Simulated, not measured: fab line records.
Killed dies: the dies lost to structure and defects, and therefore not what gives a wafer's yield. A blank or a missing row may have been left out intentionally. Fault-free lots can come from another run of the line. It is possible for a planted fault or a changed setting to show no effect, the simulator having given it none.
A struck lot beside a sound one :: flow sky130 :: 15 out of 708 route steps
Sound: the wafers L201.3, L201.4, L201.5. Wafers L202.2, L202.4, L202.6 were the ones struck. The cause comes at the end.
Each step with rows lists, per side, the tool, then ch with its chambers, then its first start. Under that, the readings that differ: sound wafers :: struck wafers :: difference of the means :: sigmas: that difference in standard deviations of wafers without a fault.
alike: a reading whose means differ by less than 2 such deviations, as well as words and numbers matching on both sides. not compared: withheld readings; readings where some wafer has no value; bounds like >300 that might hide an equal value; numbers whose values overlap and for which the record gives no deviation.
The two part at a step that has a row with sigmas, a row that says differs or no value, or rows on one side only. Non-overlapping numbers with no deviation appear without sigmas and do not part them. Lack of a reading on every wafer of one side parts them only where that side has two or more wafers.

SKY_VIA4_STRIP_13: strips in O2/N2.
  sound on plasma-asher-02 ch 0,1, day 43 04:24; struck on plasma-asher-02 ch 0,1, day 43 12:19
  alike: drypump-motor-current-A, oes-product-au, strip-time-to-endpoint-s
  not compared: rf-hours-counter-h
then, 3 steps without rows for these wafers: SKY_VIA4_STRIP_14 (strips in post etch residue remover, time 1200 s); SKY_VIA4_CLEAN_15 (cleans in IPA, time 180 s); SKY_VIA4_CLEAN_16 (cleans in O3/DIW).
SKY_VIA4_SPUTTER_17: material TiN, target thk 20 nm, time 80 s.
  sound on pvd-sputter-03, day 43 04:58; struck on pvd-sputter-03, day 43 12:55
  alike: cathode-dc-power-W, chamber-pressure-pa, throttle-valve-pct
then, 1 step without rows for these wafers: SKY_VIA4_CVD_18 (deposits W, target thk 505 nm, time 152.14 s).
SKY_VIA4_RS_MEAS_19: uses a four-point probe to measure.
  sound on film-metro-02, day 43 05:13; struck on film-metro-03, day 43 13:08
  alike: VIA4_W_RS
SKY_VIA4_THK_MEAS_20: measures by xrf.
  sound on film-metro-02, day 43 05:19; struck on film-metro-03, day 43 13:15
  alike: VIA4_W_THK
then, 1 step without rows for these wafers: SKY_VIA4_CMP_21 (polishes, stops on SiO2, t overpolish 25 s, target thk 0 nm).
SKY_METAL5_SPUTTER_00: material Ti, target thk 15 nm, time 10 s.
  sound on pvd-sputter-03, day 43 05:39; struck on pvd-sputter-01, day 43 13:36
  alike: cathode-dc-power-W, chamber-pressure-pa, throttle-valve-pct
SKY_METAL5_SPUTTER_01: material TiN, target thk 20 nm, time 16.7 s.
  sound on pvd-sputter-03, day 43 05:40; struck on pvd-sputter-01, day 43 13:37
  alike: cathode-dc-power-W, chamber-pressure-pa, throttle-valve-pct
then, 1 step without rows for these wafers: SKY_METAL5_SPUTTER_02 (material AlCu, target thk 1150 nm, time 61.2 s).
SKY_METAL5_SPUTTER_03: material Ti, target thk 5 nm, time 3.3 s.
  sound on pvd-sputter-03, day 43 05:45; struck on pvd-sputter-01, day 43 13:42
  no value came back on the struck wafers for cathode-dc-power-W (W), chamber-pressure-pa (Pa), throttle-valve-pct (%); on the sound wafers cathode-dc-power-W (W) reads 3000.6 2999.1 3000.2
SKY_METAL5_SPUTTER_04: material TiN, target thk 70 nm, time 58.3 s.
  sound on pvd-sputter-03, day 43 05:46; struck on pvd-sputter-01, day 43 13:43
  alike: cathode-dc-power-W, chamber-pressure-pa, throttle-valve-pct
-- the record jumps here: 3 days lie between the struck wafers' starts before and after (it left off in module METAL5 and takes up again in module PAD_OPEN, whose first step shown is number 708 of the route) --
SKY_PAD_OPEN_PROBE_99:
  sound on prober-02, day 46 03:38; struck on prober-01, day 46 10:52
reading: killed_at_M0_to_M3
sound: 51 49 55
struck: 37 39 39
difference: -13
sigmas: -2
  alike: killed_at_M4_up, killed-at-contacts, killed-at-front-end, killed-at-other, killed-dies, killed-open, killed-short

== WHERE THEY PART ==
Last at SKY_PAD_OPEN_PROBE_99 as far as this record goes, first at SKY_METAL5_SPUTTER_03.

WHY: whatever the simulator had introduced
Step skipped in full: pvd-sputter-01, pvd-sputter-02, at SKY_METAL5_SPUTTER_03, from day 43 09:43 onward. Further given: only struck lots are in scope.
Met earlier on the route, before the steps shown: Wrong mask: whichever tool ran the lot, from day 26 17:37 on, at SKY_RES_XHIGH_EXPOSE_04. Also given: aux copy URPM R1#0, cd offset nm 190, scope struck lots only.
